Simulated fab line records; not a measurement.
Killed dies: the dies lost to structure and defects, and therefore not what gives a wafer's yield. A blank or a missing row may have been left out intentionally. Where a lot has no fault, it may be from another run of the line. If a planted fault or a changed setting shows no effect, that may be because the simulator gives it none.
One fault seen from 2 desks	flow gf180mcu	what lay behind the numbers comes last; until then each desk has only its own

THE TOOL OWNER'S DESK: pecvd-01
The tool's own readings at GF_SAB_CVD_00 (deposits SiO2 from TEOS, target thk 50 nm, time 4.9302 s): means of the sampled wafers that have a number, for each lot that ran on this tool. The brackets show how far a lot's mean lies from the usual mean; more than 4 standard deviations puts the lot out of limits, marked OUT.
Columns: A = heater_power_w at GF_SAB_CVD_00, usual 634 W; B = susceptor_temp_C at GF_SAB_CVD_00, usual 400.06 C
lot	first seen here	A	B
L262	day 14 05:47	652	400.21
L274	day 18 15:23	767	400.08
L275	day 18 20:08	702	399.95
L276	day 19 05:35	646	400.16
Result from this desk: across the 4 lots, nothing is out of limits.

THE METROLOGY DESK
Lot by lot, what the gauges showed, no matter which tool ran the lot: averages of those sampled wafers that carry a number. The brackets show how far a lot's mean lies from the usual mean; more than 4 standard deviations puts the lot out of limits, marked OUT.
Columns: A = HV_LDD_03_OVL at GF_HV_LDD_OVL_MEAS_47, usual 0.4 nm; B = SAB_CVD_00_THK at GF_SAB_THK_MEAS_01, usual 49.6 nm
lot	first seen here	A	B
L262	day 12 09:02	0.7	49.4
L263	day 12 16:37	0.1	49.8
L265	day 13 06:13	-0.1	50.4
L266	day 13 19:25	-0.2	50.6
L274	day 16 13:19	1.5	54.6 (+7.4) OUT
L275	day 16 16:49	3.5	57.8 (+12) OUT
L276	day 17 02:08	2.2	57.8 (+12) OUT
L277	day 17 11:08	0.3	50.4
L278	day 17 15:01	-0.4	49.1
L280	day 18 10:16	-2.1	49.0
L281	day 18 20:37	1.0	49.3
L283	day 19 07:20	0.3	49.3
L284	day 19 16:20	-1.9	49.4
L285	day 20 04:04	-0.6	50.5
This desk's finding: out of limits on L274, L275, L276; first on L274, day 18 15:25 (SAB_CVD_00_THK at GF_SAB_THK_MEAS_01). L262, L263, L265, L266, L277, L278, L280, L281, L283, L284, L285: within limits.

TAKEN TOGETHER
At day 18 15:25 the metrology desk could have sounded an alarm, on L274, L275, L276.
The desk of the tool owner found nothing out of limits.
On record at the tool owner's desk: L274, L275, L276, within its limits.
All the named lots went through GF_SAB_CVD_00 on pecvd-01.

WHAT WAS PUT IN BY THE SIMULATOR
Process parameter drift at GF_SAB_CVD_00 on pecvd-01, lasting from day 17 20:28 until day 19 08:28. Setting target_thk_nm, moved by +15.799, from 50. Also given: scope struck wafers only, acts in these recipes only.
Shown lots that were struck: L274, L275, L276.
Time in hours between the start of the fault and the first out-of-limits reading at each desk: metrology desk, 19.
